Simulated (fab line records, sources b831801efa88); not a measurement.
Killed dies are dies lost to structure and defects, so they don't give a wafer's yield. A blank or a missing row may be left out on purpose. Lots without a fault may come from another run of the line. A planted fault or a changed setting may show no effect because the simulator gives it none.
Tool commonality check | flow gf180mcu | 14 lots, 42 wafers sampled

WHY IT WAS OPENED
At GF_VT_IMPLANT_RS_MEAS_48 the reading LVPWELL_RS is flagged on 2 of 14 lots. Wafers without a fault read 1197 ohm/sq, standard deviation 3.2.
Rule: a lot is flagged when every wafer of it that has a number lies more than 4 standard deviations from that mean, or none has a number. The other lots count as sound.

lot  | measured     | on            | LVPWELL_RS (ohm/sq), wafer by wafer | flag
L994 | day 7 11:35  | film_metro-04 | 1200 1198 1198                      |
L995 | day 7 20:13  | film_metro-01 | 1196 1197 1196                      |
L996 | day 8 01:47  | film_metro-04 | 1194 1193 1192                      |
L997 | day 8 07:56  | film_metro-02 | 1197 1196 1197                      |
L998 | day 8 16:12  | film_metro-02 | 1193 1197 1196                      |
L999 | day 8 22:02  | film_metro-01 | 1200 1204 1201                      |
L101 | day 9 13:17  | film_metro-04 | 1195 1198 1196                      |
L103 | day 10 01:42 | film_metro-04 | 1155 1157 1156                      | FLAGGED
L106 | day 11 00:05 | film_metro-04 | 1197 1198 1199                      |
L107 | day 11 08:05 | film_metro-02 | 1155 1156 1156                      | FLAGGED
L112 | day 12 20:40 | film_metro-01 | 1196 1198 1196                      |
L115 | day 13 14:26 | film_metro-02 | 1194 1189 1194                      |
L116 | day 13 22:11 | film_metro-04 | 1192 1194 1194                      |
L117 | day 14 05:01 | film_metro-04 | 1200 1196 1202                      |
The numbers of the flagged lots are 1156 ohm/sq on average: -41 ohm/sq against the usual, or -13 standard deviations.

WHICH TOOL RAN EACH LOT
The record holds 1 process step before the reading, out of a route of 602 steps. In each cell: the tool, then ch and the chambers that the sampled wafers went through, then the start.
lot  | flag    | GF_LVPWELL_IMPLANT_09
L994 |         | implanter-01 ch 0, day 3 20:02
L995 |         | implanter-04 ch 0, day 4 03:31
L996 |         | implanter-03 ch 0, day 4 07:56
L997 |         | implanter-01 ch 0, day 4 12:29
L998 |         | implanter-01 ch 0, day 4 19:34
L999 |         | implanter-04 ch 0, day 4 22:29
L101 |         | implanter-03 ch 0, day 5 12:02
L103 | FLAGGED | implanter-03 ch 0, day 5 22:42
L106 |         | implanter-04 ch 0, day 6 16:32
L107 | FLAGGED | implanter-03 ch 0, day 6 22:59
L112 |         | implanter-04 ch 0, day 8 04:47
L115 |         | implanter-01 ch 0, day 8 19:08
L116 |         | implanter-04 ch 0, day 9 01:17
L117 |         | implanter-03 ch 0, day 9 06:47
What these steps do:
- GF_LVPWELL_IMPLANT_09
- GF_VT_IMPLANT_RS_MEAS_48: measures by four-point-probe.

FLAGGED OVER TOTAL, TOOL BY TOOL (the gauges that took the reading come last)
step                     | tool          | lots run | flagged | share of the flagged lots | sound lots run after its first flagged lot
GF_LVPWELL_IMPLANT_09    | implanter-01  | 4        | 0       | none                      | -
GF_LVPWELL_IMPLANT_09    | implanter-03  | 5        | 2       | all                       | 1 (L117)
GF_LVPWELL_IMPLANT_09    | implanter-04  | 5        | 0       | none                      | -
GF_VT_IMPLANT_RS_MEAS_48 | film_metro-01 | 3        | 0       | none                      | -
GF_VT_IMPLANT_RS_MEAS_48 | film_metro-02 | 4        | 1       | some                      | 1 (L115)
GF_VT_IMPLANT_RS_MEAS_48 | film_metro-04 | 7        | 1       | some                      | 3 (L106,L116,L117)

WHAT THE TABLE ALLOWS
1 row of the table ran every flagged lot: implanter-03 at GF_LVPWELL_IMPLANT_09.
- implanter-03 at GF_LVPWELL_IMPLANT_09: 2 of its 5 lots flagged. Sound lots ran on it after the first flagged one (L117), which a lasting fault on the whole tool wouldn't allow. Its own readings lie more than 4 standard deviations out on every wafer of the flagged lots: dose_ions_cm2, faraday_current_uA.
No row of the table ran every flagged lot and no sound lot after the first.

WHAT THE SIMULATOR HAD PUT IN
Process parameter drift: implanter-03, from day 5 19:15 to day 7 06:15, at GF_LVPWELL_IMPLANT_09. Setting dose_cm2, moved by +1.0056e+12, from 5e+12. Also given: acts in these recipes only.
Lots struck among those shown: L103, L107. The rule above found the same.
